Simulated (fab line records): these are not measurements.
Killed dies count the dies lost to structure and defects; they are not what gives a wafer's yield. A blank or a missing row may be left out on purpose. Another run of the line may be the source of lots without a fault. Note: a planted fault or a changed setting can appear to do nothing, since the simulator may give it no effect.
fab line records :: flow gf180mcu
[record]
  lots = 12
  wafers = 36
  last_day = 34
route steps=602 shown M4@456 V4@493 MIM@503 V5@540
lots that met no fault: taken from a fault-free run of the same line
start_h: hours from the record's first day to the start of the lot's first wafer shown :: wait_h: hours from the lot's prior step to this one :: " identical to the entry in the row above :: L1.1+2: a single row standing in for several wafers :: - no value present, or no start provided :: * or withheld: withheld :: < > ~ a bound
route shown NAME@n: a module of which the file shows steps, and the number in the route of the first :: usual: average and standard deviation across the fault-free wafers :: same: alike in all rows :: chamber/n: place in a boat :: sites: readings site by site :: _std_site: standard deviation across them :: _edge_site: the outer-site mean with the inner-site mean subtracted :: radius_mm: how far each site lies from the wafer's centre :: mask NAME#n: copy n :: behind: tool/chamber where the wafer was last shaped :: hold: why the lot was held/for how many hours/how that ended :: device: the n, p or np transistor that did not switch :: end of line: the route-end tests of the same wafers :: for a step that has no rows: nothing shown but its recipe :: killed: dies that structure and defects cost at the first sort, which is not the same as the wafer's yield :: map: the dies of a wafer, with x for killed, . for not killed, _ for no die there
set.NAME: setting as actually run; set.NAME@STEP: the setting as run at that earlier step :: model.NAME: the simulator's own value behind a step, which no gauge read
the route's steps for a sample of lots (tables are steps, rows are wafers)
services: the hour from which a tool's chamber was out of use, counted from the record's first day as start_h (under 0 if before that day), plus the number of hours and why
[[steps]]
[step GF_M4_SPUTTER_00]
[recipe]
  material = Ti
  target_thk_nm = 37.5
  arriving_ion_energy_ev = 80
  substrate_temp_c = 200
  chamber_pressure_pa = 2
  power_w = 4000
  time_s = 150
[usual]
  throttle_valve_pct = 29.9/1.1
lot.wafer: L404.1
tool: pvd_sputter-03
chamber: -
start_h: 513.41
wait_h: 0.2
throttle_valve_pct: 30.4

lot.wafer: L404.2
tool: pvd_sputter-03
chamber: -
start_h: 513.41
wait_h: 0.2
throttle_valve_pct: 30.1

lot.wafer: L404.4
tool: pvd_sputter-03
chamber: -
start_h: 513.41
wait_h: 0.2
throttle_valve_pct: 32.1

lot.wafer: L406.1
tool: pvd_sputter-04
chamber: -
start_h: 532.34
wait_h: 0.2
throttle_valve_pct: 30.5

lot.wafer: L406.4
tool: pvd_sputter-04
chamber: -
start_h: 532.34
wait_h: 0.2
throttle_valve_pct: 30.4

lot.wafer: L406.6
tool: pvd_sputter-04
chamber: -
start_h: 532.34
wait_h: 0.2
throttle_valve_pct: 30.3

lot.wafer: L405.1
tool: pvd_sputter-03
chamber: -
start_h: 532.96
wait_h: 0.2
throttle_valve_pct: 28.7

lot.wafer: L405.2
tool: pvd_sputter-03
chamber: -
start_h: 532.96
wait_h: 0.2
throttle_valve_pct: 30.3

lot.wafer: L405.3
tool: pvd_sputter-03
chamber: -
start_h: 532.96
wait_h: 0.2
throttle_valve_pct: 30.1

lot.wafer: L407.4
tool: pvd_sputter-03
chamber: -
start_h: 537.48
wait_h: 0.2
throttle_valve_pct: 32.4

lot.wafer: L407.5
tool: pvd_sputter-03
chamber: -
start_h: 537.48
wait_h: 0.2
throttle_valve_pct: 30.2

lot.wafer: L407.6
tool: pvd_sputter-03
chamber: -
start_h: 537.48
wait_h: 0.2
throttle_valve_pct: 28.7

lot.wafer: L409.3
tool: pvd_sputter-03
chamber: -
start_h: 560.18
wait_h: 0.2
throttle_valve_pct: 30.0

lot.wafer: L409.4
tool: pvd_sputter-03
chamber: -
start_h: 560.18
wait_h: 0.2
throttle_valve_pct: 32.1

lot.wafer: L409.5
tool: pvd_sputter-03
chamber: -
start_h: 560.18
wait_h: 0.2
throttle_valve_pct: 30.3

lot.wafer: L408.3
tool: pvd_sputter-02
chamber: -
start_h: 560.82
wait_h: 0.2
throttle_valve_pct: 29.1

lot.wafer: L408.5
tool: pvd_sputter-02
chamber: -
start_h: 560.82
wait_h: 0.2
throttle_valve_pct: 28.1

lot.wafer: L408.6
tool: pvd_sputter-02
chamber: -
start_h: 560.82
wait_h: 0.2
throttle_valve_pct: 29.5

lot.wafer: L410.1
tool: pvd_sputter-04
chamber: -
start_h: 572.77
wait_h: 0.2
throttle_valve_pct: 30.2

lot.wafer: L410.5
tool: pvd_sputter-04
chamber: -
start_h: 572.77
wait_h: 0.2
throttle_valve_pct: 30.9

lot.wafer: L410.6
tool: pvd_sputter-04
chamber: -
start_h: 572.77
wait_h: 0.2
throttle_valve_pct: 29.3

lot.wafer: L412.3
tool: pvd_sputter-03
chamber: -
start_h: 582.32
wait_h: 0.1
throttle_valve_pct: 30.0

lot.wafer: L412.5
tool: pvd_sputter-03
chamber: -
start_h: 582.32
wait_h: 0.1
throttle_valve_pct: 32.4

lot.wafer: L412.6
tool: pvd_sputter-03
chamber: -
start_h: 582.32
wait_h: 0.1
throttle_valve_pct: 30.1

lot.wafer: L417.2
tool: pvd_sputter-02
chamber: -
start_h: 625.14
wait_h: 0.1
throttle_valve_pct: 29.2

lot.wafer: L417.3
tool: pvd_sputter-02
chamber: -
start_h: 625.14
wait_h: 0.1
throttle_valve_pct: 29.8

lot.wafer: L417.4
tool: pvd_sputter-02
chamber: -
start_h: 625.14
wait_h: 0.1
throttle_valve_pct: 28.1

lot.wafer: L418.1
tool: pvd_sputter-02
chamber: -
start_h: 634.09
wait_h: 0.2
throttle_valve_pct: 29.5

lot.wafer: L418.2
tool: pvd_sputter-02
chamber: -
start_h: 634.09
wait_h: 0.2
throttle_valve_pct: 27.8

lot.wafer: L418.5
tool: pvd_sputter-02
chamber: -
start_h: 634.09
wait_h: 0.2
throttle_valve_pct: 29.8

lot.wafer: L426.1
tool: pvd_sputter-03
chamber: -
start_h: 686.72
wait_h: 0.2
throttle_valve_pct: 28.7

lot.wafer: L426.3
tool: pvd_sputter-03
chamber: -
start_h: 686.72
wait_h: 0.2
throttle_valve_pct: 30.1

lot.wafer: L426.5
tool: pvd_sputter-03
chamber: -
start_h: 686.72
wait_h: 0.2
throttle_valve_pct: 30.0

lot.wafer: L427.2
tool: pvd_sputter-02
chamber: -
start_h: 692.06
wait_h: 0.1
throttle_valve_pct: 30.1

lot.wafer: L427.4
tool: pvd_sputter-02
chamber: -
start_h: 692.06
wait_h: 0.1
throttle_valve_pct: 29.5

lot.wafer: L427.5
tool: pvd_sputter-02
chamber: -
start_h: 692.06
wait_h: 0.1
throttle_valve_pct: 29.3
[step GF_V4_ETCH_17]
[recipe]
  chemistry = C4F8/O2/Ar
  mask_material = KrF
  target = SiO2
  stop_on = TiN
  source_w = 1500
  bias_w = 1200
  pressure_mtorr = 40
  c4f8_flow_sccm = withheld
  O2_flow_sccm = 6
  Ar_flow_sccm = 300
  time_s = withheld
  target_depth_a = 6300
[usual]
  oes_product_au = 0.856/0.0052
lot.wafer: L404.1
tool: rie_diel-04
chamber: 3
start_h: -
wait_h: -
oes_product_au: 0.857

lot.wafer: L404.2
tool: rie_diel-04
chamber: 2
start_h: -
wait_h: -
oes_product_au: 0.857

lot.wafer: L404.4
tool: rie_diel-04
chamber: 1
start_h: -
wait_h: -
oes_product_au: 0.853

lot.wafer: L406.1
tool: rie_diel-01
chamber: 0
start_h: -
wait_h: -
oes_product_au: 0.861

lot.wafer: L406.4
tool: rie_diel-01
chamber: 2
start_h: -
wait_h: -
oes_product_au: 0.857

lot.wafer: L406.6
tool: rie_diel-01
chamber: 1
start_h: -
wait_h: -
oes_product_au: 0.864

lot.wafer: L405.1
tool: rie_diel-04
chamber: 1
start_h: -
wait_h: -
oes_product_au: 0.854

lot.wafer: L405.2
tool: rie_diel-04
chamber: 0
start_h: -
wait_h: -
oes_product_au: 0.859

lot.wafer: L405.3
tool: rie_diel-04
chamber: 2
start_h: -
wait_h: -
oes_product_au: 0.853

lot.wafer: L407.4
tool: rie_diel-04
chamber: 1
start_h: -
wait_h: -
oes_product_au: 0.860

lot.wafer: L407.5
tool: rie_diel-04
chamber: 0
start_h: -
wait_h: -
oes_product_au: 0.856

lot.wafer: L407.6
tool: rie_diel-04
chamber: 3
start_h: -
wait_h: -
oes_product_au: 0.864

lot.wafer: L409.3
tool: rie_diel-04
chamber: 3
start_h: -
wait_h: -
oes_product_au: 0.859

lot.wafer: L409.4
tool: rie_diel-04
chamber: 1
start_h: -
wait_h: -
oes_product_au: 0.862

lot.wafer: L409.5
tool: rie_diel-04
chamber: 1
start_h: -
wait_h: -
oes_product_au: 0.852

lot.wafer: L408.3
tool: rie_diel-01
chamber: 3
start_h: -
wait_h: -
oes_product_au: 0.861

lot.wafer: L408.5
tool: rie_diel-01
chamber: 1
start_h: -
wait_h: -
oes_product_au: 0.855

lot.wafer: L408.6
tool: rie_diel-01
chamber: 2
start_h: -
wait_h: -
oes_product_au: 0.851

lot.wafer: L410.1
tool: rie_diel-01
chamber: 2
start_h: -
wait_h: -
oes_product_au: 0.847

lot.wafer: L410.5
tool: rie_diel-01
chamber: 3
start_h: -
wait_h: -
oes_product_au: 0.858

lot.wafer: L410.6
tool: rie_diel-01
chamber: 0
start_h: -
wait_h: -
oes_product_au: 0.850

lot.wafer: L412.3
tool: rie_diel-04
chamber: 1
start_h: -
wait_h: -
oes_product_au: 0.851

lot.wafer: L412.5
tool: rie_diel-04
chamber: 3
start_h: -
wait_h: -
oes_product_au: 0.856

lot.wafer: L412.6
tool: rie_diel-04
chamber: 1
start_h: -
wait_h: -
oes_product_au: 0.856

lot.wafer: L417.2
tool: rie_diel-02
chamber: 2
start_h: -
wait_h: -
oes_product_au: 0.866

lot.wafer: L417.3
tool: rie_diel-02
chamber: 1
start_h: -
wait_h: -
oes_product_au: 0.855

lot.wafer: L417.4
tool: rie_diel-02
chamber: 0
start_h: -
wait_h: -
oes_product_au: 0.861

lot.wafer: L418.1
tool: rie_diel-02
chamber: 3
start_h: -
wait_h: -
oes_product_au: 0.854

lot.wafer: L418.2
tool: rie_diel-02
chamber: 0
start_h: -
wait_h: -
oes_product_au: 0.855

lot.wafer: L418.5
tool: rie_diel-02
chamber: 3
start_h: -
wait_h: -
oes_product_au: 0.858

lot.wafer: L426.1
tool: rie_diel-01
chamber: 3
start_h: -
wait_h: -
oes_product_au: 0.864

lot.wafer: L426.3
tool: rie_diel-01
chamber: 0
start_h: -
wait_h: -
oes_product_au: 0.860

lot.wafer: L426.5
tool: rie_diel-01
chamber: 2
start_h: -
wait_h: -
oes_product_au: 0.878

lot.wafer: L427.2
tool: rie_diel-01
chamber: 2
start_h: -
wait_h: -
oes_product_au: 0.861

lot.wafer: L427.4
tool: rie_diel-01
chamber: 3
start_h: -
wait_h: -
oes_product_au: 0.854

lot.wafer: L427.5
tool: rie_diel-01
chamber: 3
start_h: -
wait_h: -
oes_product_au: 0.860
[step GF_MIM_SPUTTER_00]
[recipe]
  material = Ti
  target_thk_nm = 37.5
  arriving_ion_energy_ev = 80
  substrate_temp_c = 200
  chamber_pressure_pa = 2
  power_w = 4000
  time_s = 150
[usual]
  throttle_valve_pct = 29.6/0.77
lot.wafer: L404.1
tool: pvd_sputter-04
chamber: -
start_h: 561.83
wait_h: 0.2
throttle_valve_pct: 29.3

lot.wafer: L404.2
tool: pvd_sputter-04
chamber: -
start_h: 561.83
wait_h: 0.2
throttle_valve_pct: 30.2

lot.wafer: L404.4
tool: pvd_sputter-04
chamber: -
start_h: 561.83
wait_h: 0.2
throttle_valve_pct: 30.6

lot.wafer: L406.1
tool: pvd_sputter-01
chamber: -
start_h: 580.55
wait_h: 0.2
throttle_valve_pct: 28.5

lot.wafer: L406.4
tool: pvd_sputter-01
chamber: -
start_h: 580.55
wait_h: 0.2
throttle_valve_pct: 29.1

lot.wafer: L406.6
tool: pvd_sputter-01
chamber: -
start_h: 580.55
wait_h: 0.2
throttle_valve_pct: 28.5

lot.wafer: L405.1
tool: pvd_sputter-04
chamber: -
start_h: 581.46
wait_h: 0.2
throttle_valve_pct: 29.2

lot.wafer: L405.2
tool: pvd_sputter-04
chamber: -
start_h: 581.46
wait_h: 0.2
throttle_valve_pct: 30.7

lot.wafer: L405.3
tool: pvd_sputter-04
chamber: -
start_h: 581.46
wait_h: 0.2
throttle_valve_pct: 30.4

lot.wafer: L407.4
tool: pvd_sputter-04
chamber: -
start_h: 584.85
wait_h: 0.3
throttle_valve_pct: 30.3

lot.wafer: L407.5
tool: pvd_sputter-04
chamber: -
start_h: 584.85
wait_h: 0.3
throttle_valve_pct: 30.7

lot.wafer: L407.6
tool: pvd_sputter-04
chamber: -
start_h: 584.85
wait_h: 0.3
throttle_valve_pct: 29.2

lot.wafer: L409.3
tool: pvd_sputter-02
chamber: -
start_h: 605.67
wait_h: 0.2
throttle_valve_pct: 29.4

lot.wafer: L409.4
tool: pvd_sputter-02
chamber: -
start_h: 605.67
wait_h: 0.2
throttle_valve_pct: 29.9

lot.wafer: L409.5
tool: pvd_sputter-02
chamber: -
start_h: 605.67
wait_h: 0.2
throttle_valve_pct: 30.1

lot.wafer: L408.3
tool: pvd_sputter-02
chamber: -
start_h: 606.39
wait_h: 0.2
throttle_valve_pct: 29.8

lot.wafer: L408.5
tool: pvd_sputter-02
chamber: -
start_h: 606.39
wait_h: 0.2
throttle_valve_pct: 29.9

lot.wafer: L408.6
tool: pvd_sputter-02
chamber: -
start_h: 606.39
wait_h: 0.2
throttle_valve_pct: 29.3

lot.wafer: L410.1
tool: pvd_sputter-02
chamber: -
start_h: 617.69
wait_h: 0.2
throttle_valve_pct: 30.4

lot.wafer: L410.5
tool: pvd_sputter-02
chamber: -
start_h: 617.69
wait_h: 0.2
throttle_valve_pct: 29.8

lot.wafer: L410.6
tool: pvd_sputter-02
chamber: -
start_h: 617.69
wait_h: 0.2
throttle_valve_pct: 28.1

lot.wafer: L412.3
tool: pvd_sputter-04
chamber: -
start_h: 626.87
wait_h: 0.2
throttle_valve_pct: 30.3

lot.wafer: L412.5
tool: pvd_sputter-04
chamber: -
start_h: 626.87
wait_h: 0.2
throttle_valve_pct: 30.5

lot.wafer: L412.6
tool: pvd_sputter-04
chamber: -
start_h: 626.87
wait_h: 0.2
throttle_valve_pct: 30.6

lot.wafer: L417.2
tool: pvd_sputter-02
chamber: -
start_h: 667.83
wait_h: 0.2
throttle_valve_pct: 29.9

lot.wafer: L417.3
tool: pvd_sputter-02
chamber: -
start_h: 667.83
wait_h: 0.2
throttle_valve_pct: 29.6

lot.wafer: L417.4
tool: pvd_sputter-02
chamber: -
start_h: 667.83
wait_h: 0.2
throttle_valve_pct: 29.8

lot.wafer: L418.1
tool: pvd_sputter-04
chamber: -
start_h: 676.49
wait_h: 0.1
throttle_valve_pct: 29.3

lot.wafer: L418.2
tool: pvd_sputter-04
chamber: -
start_h: 676.49
wait_h: 0.1
throttle_valve_pct: 30.3

lot.wafer: L418.5
tool: pvd_sputter-04
chamber: -
start_h: 676.49
wait_h: 0.1
throttle_valve_pct: 30.8

lot.wafer: L426.1
tool: pvd_sputter-01
chamber: -
start_h: 726.02
wait_h: 0.2
throttle_valve_pct: 29.6

lot.wafer: L426.3
tool: pvd_sputter-01
chamber: -
start_h: 726.02
wait_h: 0.2
throttle_valve_pct: 29.0

lot.wafer: L426.5
tool: pvd_sputter-01
chamber: -
start_h: 726.02
wait_h: 0.2
throttle_valve_pct: 28.9

lot.wafer: L427.2
tool: pvd_sputter-01
chamber: -
start_h: 730.64
wait_h: 0.2
throttle_valve_pct: 29.1

lot.wafer: L427.4
tool: pvd_sputter-01
chamber: -
start_h: 730.64
wait_h: 0.2
throttle_valve_pct: 28.7

lot.wafer: L427.5
tool: pvd_sputter-01
chamber: -
start_h: 730.64
wait_h: 0.2
throttle_valve_pct: 28.4
[step GF_V5_CVD_00]
[recipe]
  material = SiO2
  target_thk_nm = 300
  sigma_open_frac = 0.3
  temp_c = 400
  time_s = 50
  sih4_flow_sccm = 60
  pressure_mtorr = 6
[usual]
  pressure_mtorr = 6.000/0.012
  sih4_flow_sccm = 60.00/0.17
lot.wafer: L404.1
tool: hdpcvd-01
chamber: 0
start_h: 606.58
wait_h: 0.0
pressure_mtorr: 5.982
sih4_flow_sccm: 59.94

lot.wafer: L404.2
tool: hdpcvd-01
chamber: 1
start_h: 606.58
wait_h: 0.0
pressure_mtorr: 5.992
sih4_flow_sccm: 60.13

lot.wafer: L404.4
tool: hdpcvd-01
chamber: 1
start_h: 606.58
wait_h: 0.0
pressure_mtorr: 6.015
sih4_flow_sccm: 59.89

lot.wafer: L406.1
tool: hdpcvd-01
chamber: 2
start_h: 624.80
wait_h: 0.0
pressure_mtorr: 6.011
sih4_flow_sccm: 59.91

lot.wafer: L406.4
tool: hdpcvd-01
chamber: 2
start_h: 624.80
wait_h: 0.0
pressure_mtorr: 5.994
sih4_flow_sccm: 59.88

lot.wafer: L406.6
tool: hdpcvd-01
chamber: 0
start_h: 624.80
wait_h: 0.0
pressure_mtorr: 6.002
sih4_flow_sccm: 59.76

lot.wafer: L405.1
tool: hdpcvd-02
chamber: 0
start_h: 625.62
wait_h: 0.0
pressure_mtorr: 5.991
sih4_flow_sccm: 59.87

lot.wafer: L405.2
tool: hdpcvd-02
chamber: 2
start_h: 625.62
wait_h: 0.0
pressure_mtorr: 6.002
sih4_flow_sccm: 60.03

lot.wafer: L405.3
tool: hdpcvd-02
chamber: 1
start_h: 625.62
wait_h: 0.0
pressure_mtorr: 5.994
sih4_flow_sccm: 59.82

lot.wafer: L407.4
tool: hdpcvd-01
chamber: 0
start_h: 628.61
wait_h: 0.0
pressure_mtorr: 6.016
sih4_flow_sccm: 60.04

lot.wafer: L407.5
tool: hdpcvd-01
chamber: 2
start_h: 628.61
wait_h: 0.0
pressure_mtorr: 5.987
sih4_flow_sccm: 59.87

lot.wafer: L407.6
tool: hdpcvd-01
chamber: 1
start_h: 628.61
wait_h: 0.0
pressure_mtorr: 6.006
sih4_flow_sccm: 60.04

lot.wafer: L409.3
tool: hdpcvd-01
chamber: 1
start_h: 648.15
wait_h: 0.0
pressure_mtorr: 6.006
sih4_flow_sccm: 60.03

lot.wafer: L409.4
tool: hdpcvd-01
chamber: 1
start_h: 648.15
wait_h: 0.0
pressure_mtorr: 5.992
sih4_flow_sccm: 59.98

lot.wafer: L409.5
tool: hdpcvd-01
chamber: 0
start_h: 648.15
wait_h: 0.0
pressure_mtorr: 6.014
sih4_flow_sccm: 60.17

lot.wafer: L408.3
tool: hdpcvd-02
chamber: 1
start_h: 648.61
wait_h: 0.0
pressure_mtorr: 5.990
sih4_flow_sccm: 60.03

lot.wafer: L408.5
tool: hdpcvd-02
chamber: 1
start_h: 648.61
wait_h: 0.0
pressure_mtorr: 5.978
sih4_flow_sccm: 59.81

lot.wafer: L408.6
tool: hdpcvd-02
chamber: 0
start_h: 648.61
wait_h: 0.0
pressure_mtorr: 6.014
sih4_flow_sccm: 59.90

lot.wafer: L410.1
tool: hdpcvd-02
chamber: 1
start_h: 659.10
wait_h: 0.0
pressure_mtorr: 6.007
sih4_flow_sccm: 59.62

lot.wafer: L410.5
tool: hdpcvd-02
chamber: 2
start_h: 659.10
wait_h: 0.0
pressure_mtorr: 6.000
sih4_flow_sccm: 59.94

lot.wafer: L410.6
tool: hdpcvd-02
chamber: 1
start_h: 659.10
wait_h: 0.0
pressure_mtorr: 5.983
sih4_flow_sccm: 59.83

lot.wafer: L412.3
tool: hdpcvd-01
chamber: 2
start_h: 668.39
wait_h: 0.0
pressure_mtorr: 6.002
sih4_flow_sccm: 59.72

lot.wafer: L412.5
tool: hdpcvd-01
chamber: 1
start_h: 668.39
wait_h: 0.0
pressure_mtorr: 5.988
sih4_flow_sccm: 59.99

lot.wafer: L412.6
tool: hdpcvd-01
chamber: 2
start_h: 668.39
wait_h: 0.0
pressure_mtorr: 5.993
sih4_flow_sccm: 59.85

lot.wafer: L417.2
tool: hdpcvd-01
chamber: 2
start_h: 707.33
wait_h: 0.0
pressure_mtorr: 5.986
sih4_flow_sccm: 50.87

lot.wafer: L417.3
tool: hdpcvd-01
chamber: 0
start_h: 707.33
wait_h: 0.0
pressure_mtorr: 6.021
sih4_flow_sccm: 51.04

lot.wafer: L417.4
tool: hdpcvd-01
chamber: 0
start_h: 707.33
wait_h: 0.0
pressure_mtorr: 6.004
sih4_flow_sccm: 51.05

lot.wafer: L418.1
tool: hdpcvd-01
chamber: 2
start_h: 715.24
wait_h: 0.0
pressure_mtorr: 5.978
sih4_flow_sccm: 50.97

lot.wafer: L418.2
tool: hdpcvd-01
chamber: 0
start_h: 715.24
wait_h: 0.0
pressure_mtorr: 5.979
sih4_flow_sccm: 50.65

lot.wafer: L418.5
tool: hdpcvd-01
chamber: 1
start_h: 715.24
wait_h: 0.0
pressure_mtorr: 5.999
sih4_flow_sccm: 50.91

lot.wafer: L426.1
tool: hdpcvd-02
chamber: 0
start_h: 761.76
wait_h: 0.0
pressure_mtorr: 6.010
sih4_flow_sccm: 60.11

lot.wafer: L426.3
tool: hdpcvd-02
chamber: 1
start_h: 761.76
wait_h: 0.0
pressure_mtorr: 5.997
sih4_flow_sccm: 59.96

lot.wafer: L426.5
tool: hdpcvd-02
chamber: 0
start_h: 761.76
wait_h: 0.0
pressure_mtorr: 6.010
sih4_flow_sccm: 60.10

lot.wafer: L427.2
tool: hdpcvd-01
chamber: 1
start_h: 765.52
wait_h: 0.0
pressure_mtorr: 6.006
sih4_flow_sccm: 60.10

lot.wafer: L427.4
tool: hdpcvd-01
chamber: 0
start_h: 765.52
wait_h: 0.0
pressure_mtorr: 6.009
sih4_flow_sccm: 60.30

lot.wafer: L427.5
tool: hdpcvd-01
chamber: 1
start_h: 765.52
wait_h: 0.0
pressure_mtorr: 6.002
sih4_flow_sccm: 60.01
[step GF_V5_THK_MEAS_01]
[recipe]
  reads = SiO2_of_V5_CVD_00
[usual]
  V5_CVD_00_THK = 300.1/2.9
lot.wafer: L404.1
tool: film_metro-02
chamber: -
start_h: 606.63
wait_h: 0.0
V5_CVD_00_THK[nm]: 293.7

lot.wafer: L404.2
tool: film_metro-02
chamber: -
start_h: 606.63
wait_h: 0.0
V5_CVD_00_THK[nm]: 301.9

lot.wafer: L404.4
tool: film_metro-02
chamber: -
start_h: 606.63
wait_h: 0.0
V5_CVD_00_THK[nm]: 303.9

lot.wafer: L406.1
tool: film_metro-02
chamber: -
start_h: 624.84
wait_h: 0.0
V5_CVD_00_THK[nm]: 298.9

lot.wafer: L406.4
tool: film_metro-02
chamber: -
start_h: 624.84
wait_h: 0.0
V5_CVD_00_THK[nm]: 295.1

lot.wafer: L406.6
tool: film_metro-02
chamber: -
start_h: 624.84
wait_h: 0.0
V5_CVD_00_THK[nm]: 297.6

lot.wafer: L405.1
tool: film_metro-01
chamber: -
start_h: 625.67
wait_h: 0.0
V5_CVD_00_THK[nm]: 295.3

lot.wafer: L405.2
tool: film_metro-01
chamber: -
start_h: 625.67
wait_h: 0.0
V5_CVD_00_THK[nm]: 294.6

lot.wafer: L405.3
tool: film_metro-01
chamber: -
start_h: 625.67
wait_h: 0.0
V5_CVD_00_THK[nm]: 298.2

lot.wafer: L407.4
tool: film_metro-03
chamber: -
start_h: 628.66
wait_h: 0.0
V5_CVD_00_THK[nm]: 299.4

lot.wafer: L407.5
tool: film_metro-03
chamber: -
start_h: 628.66
wait_h: 0.0
V5_CVD_00_THK[nm]: 303.6

lot.wafer: L407.6
tool: film_metro-03
chamber: -
start_h: 628.66
wait_h: 0.0
V5_CVD_00_THK[nm]: 302.3

lot.wafer: L409.3
tool: film_metro-03
chamber: -
start_h: 648.22
wait_h: 0.0
V5_CVD_00_THK[nm]: 300.7

lot.wafer: L409.4
tool: film_metro-03
chamber: -
start_h: 648.22
wait_h: 0.0
V5_CVD_00_THK[nm]: 298.6

lot.wafer: L409.5
tool: film_metro-03
chamber: -
start_h: 648.22
wait_h: 0.0
V5_CVD_00_THK[nm]: 297.7

lot.wafer: L408.3
tool: film_metro-03
chamber: -
start_h: 648.68
wait_h: 0.0
V5_CVD_00_THK[nm]: 296.5

lot.wafer: L408.5
tool: film_metro-03
chamber: -
start_h: 648.68
wait_h: 0.0
V5_CVD_00_THK[nm]: 297.3

lot.wafer: L408.6
tool: film_metro-03
chamber: -
start_h: 648.68
wait_h: 0.0
V5_CVD_00_THK[nm]: 298.1

lot.wafer: L410.1
tool: film_metro-01
chamber: -
start_h: 659.14
wait_h: 0.0
V5_CVD_00_THK[nm]: 299.4

lot.wafer: L410.5
tool: film_metro-01
chamber: -
start_h: 659.14
wait_h: 0.0
V5_CVD_00_THK[nm]: 296.8

lot.wafer: L410.6
tool: film_metro-01
chamber: -
start_h: 659.14
wait_h: 0.0
V5_CVD_00_THK[nm]: 302.6

lot.wafer: L412.3
tool: film_metro-01
chamber: -
start_h: 668.45
wait_h: 0.0
V5_CVD_00_THK[nm]: 301.6

lot.wafer: L412.5
tool: film_metro-01
chamber: -
start_h: 668.45
wait_h: 0.0
V5_CVD_00_THK[nm]: 303.0

lot.wafer: L412.6
tool: film_metro-01
chamber: -
start_h: 668.45
wait_h: 0.0
V5_CVD_00_THK[nm]: 299.3

lot.wafer: L417.2
tool: film_metro-02
chamber: -
start_h: 707.39
wait_h: 0.0
V5_CVD_00_THK[nm]: 255.9

lot.wafer: L417.3
tool: film_metro-02
chamber: -
start_h: 707.39
wait_h: 0.0
V5_CVD_00_THK[nm]: 252.0

lot.wafer: L417.4
tool: film_metro-02
chamber: -
start_h: 707.39
wait_h: 0.0
V5_CVD_00_THK[nm]: 251.4

lot.wafer: L418.1
tool: film_metro-03
chamber: -
start_h: 715.28
wait_h: 0.0
V5_CVD_00_THK[nm]: 254.9

lot.wafer: L418.2
tool: film_metro-03
chamber: -
start_h: 715.28
wait_h: 0.0
V5_CVD_00_THK[nm]: 256.5

lot.wafer: L418.5
tool: film_metro-03
chamber: -
start_h: 715.28
wait_h: 0.0
V5_CVD_00_THK[nm]: 255.6

lot.wafer: L426.1
tool: film_metro-03
chamber: -
start_h: 761.80
wait_h: 0.0
V5_CVD_00_THK[nm]: 302.7

lot.wafer: L426.3
tool: film_metro-03
chamber: -
start_h: 761.80
wait_h: 0.0
V5_CVD_00_THK[nm]: 305.3

lot.wafer: L426.5
tool: film_metro-03
chamber: -
start_h: 761.80
wait_h: 0.0
V5_CVD_00_THK[nm]: 299.8

lot.wafer: L427.2
tool: film_metro-01
chamber: -
start_h: 765.58
wait_h: 0.0
V5_CVD_00_THK[nm]: 306.4

lot.wafer: L427.4
tool: film_metro-01
chamber: -
start_h: 765.58
wait_h: 0.0
V5_CVD_00_THK[nm]: 300.9

lot.wafer: L427.5
tool: film_metro-01
chamber: -
start_h: 765.58
wait_h: 0.0
V5_CVD_00_THK[nm]: 303.7
[[services]]
tool: pvd_sputter-02
chamber: -
start_h: 509.57
hours: 7.5
kind: repair

tool: pvd_sputter-04
chamber: -
start_h: 513.08
hours: 6.4
kind: repair

tool: hdpcvd-01
chamber: -
start_h: 519.13
hours: 1.0
kind: repair

tool: hdpcvd-01
chamber: -
start_h: 524.60
hours: 14.6
kind: pm

tool: pvd_sputter-02
chamber: -
start_h: 538.51
hours: 15.4
kind: repair

tool: hdpcvd-01
chamber: -
start_h: 539.25
hours: 15.0
kind: pm

tool: rie_diel-04
chamber: -
start_h: 542.24
hours: 15.6
kind: pm

tool: rie_diel-01
chamber: 2
start_h: 543.90
hours: 1.3
kind: repair

tool: rie_diel-01
chamber: 3
start_h: 556.15
hours: 5.2
kind: repair

tool: rie_diel-04
chamber: 3
start_h: 564.57
hours: 3.1
kind: repair

tool: rie_diel-01
chamber: 0
start_h: 586.39
hours: 27.2
kind: repair

tool: rie_diel-01
chamber: 1
start_h: 612.87
hours: 10.1
kind: repair

tool: pvd_sputter-03
chamber: -
start_h: 622.29
hours: 23.7
kind: repair

tool: pvd_sputter-02
chamber: -
start_h: 626.18
hours: 3.9
kind: repair

tool: pvd_sputter-02
chamber: -
start_h: 628.41
hours: 2.7
kind: repair

tool: pvd_sputter-04
chamber: -
start_h: 636.98
hours: 5.3
kind: repair

tool: pvd_sputter-02
chamber: -
start_h: 645.91
hours: 6.9
kind: repair

tool: hdpcvd-01
chamber: -
start_h: 648.67
hours: 1.4
kind: repair

tool: rie_diel-01
chamber: 2
start_h: 660.04
hours: 1.3
kind: repair

tool: hdpcvd-01
chamber: -
start_h: 668.96
hours: 0.3
kind: repair

tool: pvd_sputter-02
chamber: -
start_h: 754.30
hours: 2.9
kind: repair

tool: pvd_sputter-04
chamber: -
start_h: 755.80
hours: 3.9
kind: repair

tool: rie_diel-01
chamber: 1
start_h: 755.84
hours: 6.2
kind: repair

tool: rie_diel-04
chamber: 2
start_h: 757.47
hours: 10.4
kind: repair
[[key]]
[first_sign]
  step = GF_V5_CVD_00
  reading = sih4_flow_sccm
  direction = down
  sigmas = 53
  usual = 60.00
  struck = 50.92
[effect]
  step = GF_V5_THK_MEAS_01
  reading = V5_CVD_00_THK
  direction = down
  sigmas = 16
  usual = 300.1
  struck = 254.4
met_at GF_V5_CVD_00
struck_lots L417,L418
not_acting_at GF_M4_SPUTTER_00,GF_V4_ETCH_17,GF_MIM_SPUTTER_00
onset_between 668.39 707.33
[fault]
  kind = process_parameter_drift
  tool = hdpcvd-01
  chamber = -
  onset_h = 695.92
  steps = GF_V5_CVD_00
  channel = sih4_flow_sccm
  offset = -9
  shape = step
  end_h = 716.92
  acts_in = these_recipes_only
  stated = 60
